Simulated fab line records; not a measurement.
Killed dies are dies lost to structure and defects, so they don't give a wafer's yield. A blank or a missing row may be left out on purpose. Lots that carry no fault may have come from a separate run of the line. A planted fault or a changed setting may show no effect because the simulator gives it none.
Commonality check across tools :: flow sky130 :: 13 lots and 39 wafers in the sample

## WHY IT WAS OPENED
SKY_NWELL_TW_MEAS_15, reading NWELL_TW: flagged on 1 of 13 lots. No-fault wafers: 1819, standard deviation 14.
Rule: a lot is flagged when every wafer of it that has a number lies more than 4 standard deviations from that mean, or none has a number. As for the other lots, they are considered sound.

lot: L760
measured: day 4 17:00
on: film-metro-02
NWELL_TW, wafer by wafer: 1812 1807 1797
flag: 

lot: L761
measured: day 4 20:35
on: film-metro-03
NWELL_TW, wafer by wafer: 1829 1816 1829
flag: 

lot: L763
measured: day 5 13:50
on: film-metro-02
NWELL_TW, wafer by wafer: 1815 1812 1817
flag: 

lot: L764
measured: day 5 16:01
on: film-metro-04
NWELL_TW, wafer by wafer: 1837 1846 1844
flag: 

lot: L765
measured: day 5 22:40
on: film-metro-04
NWELL_TW, wafer by wafer: 1829 1839 1834
flag: 

lot: L766
measured: day 6 04:34
on: film-metro-04
NWELL_TW, wafer by wafer: 1841 1827 1839
flag: 

lot: L767
measured: day 6 04:54
on: film-metro-02
NWELL_TW, wafer by wafer: 1811 1792 1805
flag: 

lot: L770
measured: day 7 01:16
on: film-metro-04
NWELL_TW, wafer by wafer: 30 30 30
flag: FLAGGED

lot: L771
measured: day 7 08:07
on: film-metro-02
NWELL_TW, wafer by wafer: 1797 1795 1803
flag: 

lot: L780
measured: day 9 13:07
on: film-metro-02
NWELL_TW, wafer by wafer: 1809 1812 1816
flag: 

lot: L781
measured: day 9 19:37
on: film-metro-04
NWELL_TW, wafer by wafer: 1833 1836 1831
flag: 

lot: L782
measured: day 9 23:16
on: film-metro-03
NWELL_TW, wafer by wafer: 1825 1831 1825
flag: 

lot: L783
measured: day 10 05:24
on: film-metro-04
NWELL_TW, wafer by wafer: 1826 1827 1841
flag: 
The numbers of the flagged lots are 30 on average: -1789 against the usual, or -99 or more standard deviations.

## LOT BY LOT: THE TOOL USED
The record holds 1 process step before the reading, out of a route of 708 steps. Read each cell as the tool, then ch plus the chambers that the sampled wafers visited, then the start.
lot: L760
flag: 
SKY_NWELL_EXPOSE_07: iline-stepper-02 ch 0, day 4 07:42

lot: L761
flag: 
SKY_NWELL_EXPOSE_07: iline-stepper-02 ch 0, day 4 11:57

lot: L763
flag: 
SKY_NWELL_EXPOSE_07: iline-stepper-02 ch 0, day 5 04:12

lot: L764
flag: 
SKY_NWELL_EXPOSE_07: iline-stepper-02 ch 0, day 5 06:45

lot: L765
flag: 
SKY_NWELL_EXPOSE_07: iline-stepper-01 ch 0, day 5 13:08

lot: L766
flag: 
SKY_NWELL_EXPOSE_07: iline-stepper-01 ch 0, day 5 18:14

lot: L767
flag: 
SKY_NWELL_EXPOSE_07: iline-stepper-01 ch 0, day 5 18:28

lot: L770
flag: FLAGGED
SKY_NWELL_EXPOSE_07: iline-stepper-01 ch 0, day 6 14:35

lot: L771
flag: 
SKY_NWELL_EXPOSE_07: iline-stepper-01 ch 0, day 6 22:09

lot: L780
flag: 
SKY_NWELL_EXPOSE_07: iline-stepper-01 ch 0, day 9 02:16

lot: L781
flag: 
SKY_NWELL_EXPOSE_07: iline-stepper-02 ch 0, day 9 07:20

lot: L782
flag: 
SKY_NWELL_EXPOSE_07: iline-stepper-01 ch 0, day 9 11:05

lot: L783
flag: 
SKY_NWELL_EXPOSE_07: iline-stepper-01 ch 0, day 9 17:34
These steps, and what they do:
- SKY_NWELL_EXPOSE_07: exposes mask NWM, target cd 840 nm.
- SKY_NWELL_TW_MEAS_15

## FLAGGED AGAINST TOTAL, ONE TOOL AT A TIME (gauges that did the reading follow at the end)
step: SKY_NWELL_EXPOSE_07
tool: iline-stepper-01
lots run: 8
flagged: 1
share of the flagged lots: all
sound lots run after its first flagged lot: 4 (L771,L780,L782,L783)

step: SKY_NWELL_EXPOSE_07
tool: iline-stepper-02
lots run: 5
flagged: 0
share of the flagged lots: none
sound lots run after its first flagged lot: -

step: SKY_NWELL_TW_MEAS_15
tool: film-metro-02
lots run: 5
flagged: 0
share of the flagged lots: none
sound lots run after its first flagged lot: -

step: SKY_NWELL_TW_MEAS_15
tool: film-metro-03
lots run: 2
flagged: 0
share of the flagged lots: none
sound lots run after its first flagged lot: -

step: SKY_NWELL_TW_MEAS_15
tool: film-metro-04
lots run: 6
flagged: 1
share of the flagged lots: all
sound lots run after its first flagged lot: 2 (L781,L783)

## WHAT THE TABLE ALLOWS
Rows of the table that ran all the flagged lots, 2 in number: iline-stepper-01 at SKY_NWELL_EXPOSE_07; film-metro-04 at SKY_NWELL_TW_MEAS_15.
- iline-stepper-01 at SKY_NWELL_EXPOSE_07 ran 8 lots, 1 of them flagged. Sound lots ran on it after the first flagged one (L771, L780, L782, L783), which a lasting fault on the whole tool wouldn't allow.
- film-metro-04 at SKY_NWELL_TW_MEAS_15 ran 6 lots, 1 of them flagged. Sound lots ran on it after the first flagged one (L781, L783), which a lasting fault on the whole tool wouldn't allow.
Every row of the table either missed a flagged lot or ran a sound lot after the first.

## WHAT THE SIMULATOR HAD PUT IN
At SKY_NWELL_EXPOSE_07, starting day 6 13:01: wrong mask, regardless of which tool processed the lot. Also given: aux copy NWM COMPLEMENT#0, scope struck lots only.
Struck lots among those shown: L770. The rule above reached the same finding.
